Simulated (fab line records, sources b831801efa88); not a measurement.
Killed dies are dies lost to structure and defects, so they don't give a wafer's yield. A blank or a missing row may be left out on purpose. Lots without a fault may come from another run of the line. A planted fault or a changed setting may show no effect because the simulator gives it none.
Which tool did it? | flow gf180mcu | 6 lots, 18 wafers sampled, at 4 steps of a route of 602

WHAT THE GAUGES READ, wafer by wafer
GF_PASSIVATION_BOW_MEAS_14.
lot  | measured     | on            | PASSIVATION_BOW (um)
L890 | day 30 05:11 | film_metro-03 | 141 135 137
L892 | day 30 21:07 | film_metro-04 | 143 148 135
L895 | day 31 17:19 | film_metro-01 | 151 135 140
L897 | day 32 09:14 | film_metro-04 | 133 141 135
L899 | day 32 20:22 | film_metro-04 | 135 145 142
L904 | day 34 03:08 | film_metro-03 | 145 151 141

WHICH TOOL RAN EACH LOT (tool, then ch and the chambers of the sampled wafers, then the start)
lot  | GF_M2_STRIP_17                       | GF_M5_ETCH_09                      | GF_PASSIVATION_ETCH_11
L890 | plasma_asher-01 ch 0,1, day 20 17:45 | rie_diel-01 ch 0,1,3, day 27 14:49 | rie_diel-04 ch 2,3, day 30 03:19
L892 | plasma_asher-04 ch 0,1, day 21 12:51 | rie_diel-01 ch 0,1,3, day 28 06:19 | rie_diel-04 ch 0,2,3, day 30 19:13
L895 | plasma_asher-01 ch 0,1, day 22 16:38 | rie_diel-01 ch 0,3, day 29 04:19   | rie_diel-04 ch 0,3, day 31 15:25
L897 | plasma_asher-03 ch 0,1, day 23 12:13 | rie_diel-04 ch 2,3, day 29 21:40   | rie_diel-04 ch 1,2,3, day 32 07:22
L899 | plasma_asher-01 ch 0,1, day 24 03:42 | rie_diel-03 ch 0,1,2, day 30 10:40 | rie_diel-02 ch 0,1,3, day 32 18:30
L904 | plasma_asher-01 ch 1, day 25 18:11   | rie_diel-03 ch 0,2,3, day 31 20:34 | rie_diel-02 ch 0,1,2, day 34 01:15
- GF_M2_STRIP_17: strips in O2/N2.
- GF_M5_ETCH_09: etches Si3N4 in CF4/O2, target depth 52 nm, time 11.6 s.
- GF_PASSIVATION_ETCH_11: etches the open film in CF4/O2, stops on TiN, target depth 2040 nm, time 453.3 s.

THE ANSWER, worked out from the rows above alone
Rule: what is usual is taken from the lots themselves. Put in order of their means at a reading, lots are off if they are a third of the lots or fewer, leave a main group of 4 or more, and stand apart from it by a gap of 3 or more times the standard deviation of the main group's means; of several such gaps the widest counts. A main group whose means are all the same, to the digits that the tables above print for the reading, isn't used. A lot without any number at a reading at which 4 lots or more have one is off too. The other lots that the step has rows for count as sound.
No lot is off at any reading shown: from this, nothing can be told.

WHAT THE SIMULATOR HAD PUT IN
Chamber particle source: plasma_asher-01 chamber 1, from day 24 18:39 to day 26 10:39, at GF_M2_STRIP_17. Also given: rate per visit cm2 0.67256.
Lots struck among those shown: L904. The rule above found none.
